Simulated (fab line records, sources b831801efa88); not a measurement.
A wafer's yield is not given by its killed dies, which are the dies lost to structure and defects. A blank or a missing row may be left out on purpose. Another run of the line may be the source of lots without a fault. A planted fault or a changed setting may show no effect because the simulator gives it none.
2 desks, one fault / flow sky130 / each desk holds nothing but its own numbers, with what lay behind them at the end

THE TOOL OWNER'S DESK: cmp-01
The tool's own readings at SKY_VIA2_CMP_02 (polishes SiO2): means of the sampled wafers that have a number, for each lot that ran on this tool. If a lot's mean is further than 4 standard deviations from the usual mean, the lot is out of limits and carries the mark OUT (the distance appears in the brackets).
Columns: A = edge-zone-pressure-frac at SKY_VIA2_CMP_02, usual 1.000; B = head-pressure-psi at SKY_VIA2_CMP_02, usual 4.000 psi; C = motor-current-A at SKY_VIA2_CMP_02, usual 11.7 A
lot=L645; first seen here=day 35 10:59; A=0.999; B=3.995; C=11.7
lot=L646; first seen here=day 35 21:59; A=0.999; B=3.998; C=11.3
lot=L647; first seen here=day 36 00:17; A=1.001; B=4.004; C=12.4
lot=L649; first seen here=day 36 22:16; A=0.999; B=3.993; C=11.7
lot=L651; first seen here=day 37 09:21; A=1.000; B=4.002; C=12.5
lot=L652; first seen here=day 37 20:40; A=1.001; B=3.995; C=11.0
lot=L654; first seen here=day 38 09:30; A=0.998; B=3.999; C=11.7
lot=L656; first seen here=day 39 02:35; A=1.004; B=4.002; C=12.5
This desk's verdict: no lot among the 8 shows anything out of limits.

AT THE METROLOGY DESK
Lot by lot, what the gauges showed, no matter which tool ran the lot: averages of those sampled wafers that carry a number. If a lot's mean is further than 4 standard deviations from the usual mean, the lot is out of limits and carries the mark OUT (the distance appears in the brackets).
Columns: A = METAL1_OVL at SKY_METAL1_OVL_MEAS_16, usual 0 nm; B = cd-nm at SKY_VIA1_CD_MEAS_12, usual 150.2 nm; C = VIA2_BOW at SKY_VIA2_BOW_MEAS_03, usual 86 um
lot=L644; first seen here=day 32 16:17; A=1; B=149.8; C=86
lot=L645; first seen here=day 33 01:41; A=-10; B=153.0; C=80
lot=L646; first seen here=day 33 11:40; A=9; B=148.5; C=76
lot=L647; first seen here=day 33 16:08; A=-0; B=151.8; C=87
lot=L648; first seen here=day 34 11:34; A=-4; B=152.3; C=89
lot=L649; first seen here=day 34 13:11; A=-5; B=149.0; C=88
lot=L651; first seen here=day 35 00:26; A=-1; B=149.4; C=91
lot=L652; first seen here=day 35 13:20; A=6; B=149.9; C=88
lot=L653; first seen here=day 35 20:15; A=1; B=153.6; C=86
lot=L654; first seen here=day 36 01:13; A=5; B=149.7; C=88
lot=L655; first seen here=day 36 10:07; A=-2; B=151.0; C=84
lot=L656; first seen here=day 36 18:51; A=-3; B=149.4; C=84
lot=L663; first seen here=day 39 05:55; A=0; B=145.8; C=112
lot=L664; first seen here=day 39 08:31; A=-3; B=153.0; C=116 (+4.5) OUT
Finding of this desk: L664 out of limits, first seen on L664 at day 41 14:19 (VIA2_BOW at SKY_VIA2_BOW_MEAS_03). L644, L645, L646, L647, L648, L649, L651, L652, L653, L654, L655, L656, L663 stayed within limits.

TAKEN TOGETHER
The metrology desk could have raised an alarm at day 41 14:19, on L664.
The tool owner's desk saw nothing out of limits.
The tool owner's desk has no number on record for L664.
Of the lots named, all ran SKY_VIA2_CMP_02 on cmp-01.

WHAT THE SIMULATOR PUT IN
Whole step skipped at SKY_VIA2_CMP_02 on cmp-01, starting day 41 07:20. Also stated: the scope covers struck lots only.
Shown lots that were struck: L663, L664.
Per desk, hours elapsed from the start of the fault to the first reading out of limits: for the metrology desk, 7.
